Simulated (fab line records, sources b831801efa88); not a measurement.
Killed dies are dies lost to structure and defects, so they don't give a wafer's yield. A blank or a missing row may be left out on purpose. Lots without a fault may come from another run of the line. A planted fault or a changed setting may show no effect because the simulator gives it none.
One fault seen from 2 desks | flow sfq_line | each desk has only its own numbers; what lay behind them comes last

THE TOOL OWNER'S DESK: pecvd-01
The tool's own readings at SFQ_TRILAYER_I4_DEP_PECVD_099 (deposits SiO2 from SiH4/N2O, time 111.11 s, target thk 500 nm): means of the sampled wafers that have a number, for each lot that ran on this tool. A lot is out of limits, marked OUT, if its mean lies more than 4 standard deviations from the usual mean; the brackets give that distance.
Columns: A = heater_power_w at SFQ_TRILAYER_I4_DEP_PECVD_099, usual 80 W; B = rf_fwd_power_W at SFQ_TRILAYER_I4_DEP_PECVD_099, usual 182.3 W; C = showerhead_vpp_V at SFQ_TRILAYER_I4_DEP_PECVD_099, usual 852 V; D = throttle_valve_pct at SFQ_TRILAYER_I4_DEP_PECVD_099, usual 23.5 %
lot  | first seen here | A  | B               | C   | D
L765 | day 50 22:38    | 85 | 181.6           | 841 | 22.9
L767 | day 51 15:52    | 85 | 181.7           | 842 | 23.2
L772 | day 58 22:58    | 87 | 153.2 (-44) OUT | 772 | 23.5
L774 | day 59 12:16    | 87 | 153.4 (-44) OUT | 775 | 22.6
This desk's finding: out of limits on L772, L774; first on L772, day 58 22:58 (rf_fwd_power_W at SFQ_TRILAYER_I4_DEP_PECVD_099). In limits: L765, L767.

THE METROLOGY DESK
What the gauges read, lot by lot, whatever tool the lot ran on: means of the sampled wafers that have a number. A lot is out of limits, marked OUT, if its mean lies more than 4 standard deviations from the usual mean; the brackets give that distance.
Columns: A = I7_OVL at SFQ_I7_OVL_MEAS_947, usual -2 nm
lot  | first seen here | A
L764 | day 86 21:28    | 3
L765 | day 87 02:16    | -2
L767 | day 87 11:28    | -3
L772 | day 89 10:31    | 6
L774 | day 89 17:43    | -9
L776 | day 90 02:07    | 5
L778 | day 90 11:43    | 3
L777 | day 90 16:40    | -2
L780 | day 91 01:48    | 1
L782 | day 91 04:42    | -4
L783 | day 91 05:55    | -3
L784 | day 92 10:16    | -9
L785 | day 93 07:38    | 0
L786 | day 93 12:14    | -9
This desk's finding: nothing out of limits on any of the 14 lots.

PUT TOGETHER
The tool owner's desk could have raised an alarm at day 58 22:58, on L772, L774.
The metrology desk saw nothing out of limits.
The metrology desk has L772, L774 on record, within its limits.
Of the lots named, all ran SFQ_TRILAYER_I4_DEP_PECVD_099 on pecvd-01.

WHAT THE SIMULATOR HAD PUT IN
Process parameter drift: pecvd-01, from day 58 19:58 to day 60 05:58, at SFQ_TRILAYER_I4_DEP_PECVD_099. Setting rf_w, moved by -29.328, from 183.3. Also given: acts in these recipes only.
Lots struck among those shown: L772, L774.
Hours from the fault's start to each desk's first reading out of limits: the tool owner's desk, 3.
